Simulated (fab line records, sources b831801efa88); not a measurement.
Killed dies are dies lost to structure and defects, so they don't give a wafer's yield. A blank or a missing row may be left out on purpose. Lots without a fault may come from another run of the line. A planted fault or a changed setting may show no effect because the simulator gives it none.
A struck lot beside a sound one | flow sky130 | 43 steps out of a route of 708
Sound: wafers L344.3, L344.4, L344.6. Struck: wafers L355.2, L355.3, L355.5. The cause comes at the end.
At each step with rows: each side's tool, then ch and its chambers, then its first start. Under that, the readings that differ: sound wafers | struck wafers | difference of the means | sigmas: that difference in standard deviations of wafers without a fault.
alike: readings whose means differ by less than 2 such deviations, and words and numbers that are the same on both sides. not compared: withheld readings, readings that some wafer has no value for, bounds like >300 that may hide the same value, and numbers for which the record gives no deviation and whose values overlap.
The two part at a step that has a row with sigmas, a row that says differs or no value, or rows on one side only. Numbers that don't overlap but have no deviation are shown without sigmas and don't part them. A reading that every wafer of one side lacks parts them only if that side has two wafers or more.

first, 5 steps without rows for these wafers: SKY_GATE_OXIDE_COAT_05 (resist thk 1140 nm); SKY_GATE_OXIDE_SOFTBAKE_06 (time 60 s); SKY_GATE_OXIDE_EXPOSE_07 (exposes mask LVOM, target cd 600 nm); SKY_GATE_OXIDE_PEB_08; SKY_GATE_OXIDE_DEVELOP_09 (develop time 60 s).
SKY_GATE_OXIDE_OVL_MEAS_10:
  sound on overlay-02, day 13 21:56; struck on overlay-02, day 18 01:11
  alike: GATE_OXIDE_OVL
then, 2 steps without rows for these wafers: SKY_GATE_OXIDE_IMPLANT_11; SKY_GATE_OXIDE_WET_ETCH_12 (etches SiO2 in dHF, target depth 16.8 nm, time 336 s).
SKY_GATE_OXIDE_STRIP_13: strips in O2/N2.
  sound on plasma_asher-04 ch 0,1, day 13 22:15; struck on plasma_asher-04 ch 0, day 18 01:34
  alike: drypump_motor_current_A, oes_product_au, strip_time_to_endpoint_s
  not compared: rf_hours_counter_h
SKY_GATE_OXIDE_TW_MEAS_14:
  sound on film_metro-01, day 13 22:20; struck on film_metro-01, day 18 01:41
  alike: GATE_OXIDE_TW
then, 2 steps without rows for these wafers: SKY_GATE_OXIDE_CLEAN_15 (cleans in SC1/SC2, time 150 s); SKY_GATE_OXIDE_OXIDATION_16 (stabilise 600 s, purge 300 s, target thk 3.57 nm).
SKY_POLY_GATE_CVD_00: deposits poly-Si, target thk 180 nm, time 720 s.
  sound on lpcvd-01 ch 1, day 13 23:58; struck on lpcvd-01 ch 0, day 18 06:32
  alike: spike_tc_bottom_C, zone_power_bottom_pct, zone_power_lower_pct
SKY_POLY_GATE_THK_MEAS_01:
  sound on film_metro-01, day 14 01:11; struck on film_metro-01, day 18 07:44
  alike: POLY_GATE_CVD_00_THK
then, 8 steps without rows for these wafers: SKY_RES_PROTECT_DEHYDRATE_00 (time 60 s); SKY_RES_PROTECT_HMDS_01 (prime time 60 s); SKY_RES_PROTECT_COAT_02 (resist thk 1140 nm); SKY_RES_PROTECT_SOFTBAKE_03 (time 60 s); SKY_RES_PROTECT_EXPOSE_04 (exposes mask RPM, target cd 1270 nm); SKY_RES_PROTECT_PEB_05; SKY_RES_PROTECT_DEVELOP_06 (develop time 60 s); SKY_POLY_GATE_IMPLANT_02.
SKY_RES_PROTECT_STRIP_07: strips in O2/N2.
  sound on plasma_asher-03 ch 0,1, day 15 03:35; struck on plasma_asher-01 ch 0,1, day 19 13:18
  alike: drypump_motor_current_A, oes_product_au, strip_time_to_endpoint_s
  not compared: rf_hours_counter_h
SKY_RES_PROTECT_TW_MEAS_08:
  sound on film_metro-04, day 15 03:40; struck on film_metro-04, day 19 13:25
  alike: POLY_GATE_TW
then, 2 steps without rows for these wafers: SKY_RES_PROTECT_CLEAN_09 (cleans in SC1/SC2, time 150 s); SKY_POLY_GATE_CVD_03 (deposits Si3N4 from DCS/NH3, target thk 75 nm, time 1290 s).
SKY_POLY_GATE_THK_MEAS_04:
  sound on film_metro-04, day 15 08:06; struck on film_metro-04, day 19 15:32
  alike: POLY_GATE_CVD_03_THK
then, 8 steps without rows for these wafers: SKY_POLY_GATE_DEHYDRATE_05 (time 60 s); SKY_POLY_GATE_HMDS_06 (prime time 60 s); SKY_POLY_GATE_COAT_07 (resist thk 110 nm); SKY_POLY_GATE_COAT_08 (resist thk 450 nm); SKY_POLY_GATE_SOFTBAKE_09 (time 90 s); SKY_POLY_GATE_EXPOSE_10 (exposes mask P1M, target cd 150 nm); SKY_POLY_GATE_PEB_11; SKY_POLY_GATE_DEVELOP_12 (develop time 60 s).
SKY_POLY_GATE_CD_MEAS_13: target cd 150 nm.
  sound on cd_sem-02, day 16 11:07; struck on cd_sem-01, day 20 23:16
  alike: cd_nm
SKY_POLY_GATE_OVL_MEAS_14:
  sound on overlay-01, day 16 11:13; struck on overlay-02, day 20 23:23
  alike: POLY_GATE_OVL
SKY_POLY_GATE_ETCH_15: etches BARC in N2/H2, stops on SiO2, time 118.5 s, target depth 110 nm.
  sound on rie_diel-02 ch 0,1,2, day 16 11:14; struck on rie_diel-03 ch 0,1,3, day 20 23:25
  alike: drypump_motor_current_A, oes_product_au, rf_fwd_power_W, throttle_valve_pct
  not compared: rf_hours_counter_h
then, 1 step without rows for these wafers: SKY_POLY_GATE_ETCH_16 (etches Si3N4 in CH3F/O2, stops on poly-Si, time 147.5 s, target depth 75 nm).
SKY_POLY_GATE_ETCH_17: etches poly-Si in HBr/Cl2, stops on SiO2, target depth 180 nm, time 70.5 s.
  sound on rie_si-02 ch 0,1,3, day 16 11:25; struck on rie_si-02 ch 2,3, day 20 23:35
  alike: drypump_motor_current_A, oes_product_au, rf_fwd_power_W, throttle_valve_pct
  not compared: rf_hours_counter_h
SKY_POLY_GATE_STRIP_18: strips in O2/N2.
  sound on plasma_asher-04 ch 0,1, day 16 11:30; struck on plasma_asher-04 ch 0,1, day 20 23:39
  alike: drypump_motor_current_A, oes_product_au, strip_time_to_endpoint_s
  not compared: rf_hours_counter_h
then, 1 step without rows for these wafers: SKY_POLY_GATE_CLEAN_19 (cleans in SC1/SC2, time 150 s).
-- the record jumps here: 28 days lie between the struck wafers' starts before and after (it left off in module POLY_GATE and takes up again in module PAD_OPEN, whose first step shown is number 708 of the route) --
SKY_PAD_OPEN_PROBE_99:
  the record has rows for the struck wafers here (prober-01, day 49 03:37) and none for the sound ones

WHERE THEY PART
Only at SKY_PAD_OPEN_PROBE_99, within this record.

WHY: what the simulator had put in
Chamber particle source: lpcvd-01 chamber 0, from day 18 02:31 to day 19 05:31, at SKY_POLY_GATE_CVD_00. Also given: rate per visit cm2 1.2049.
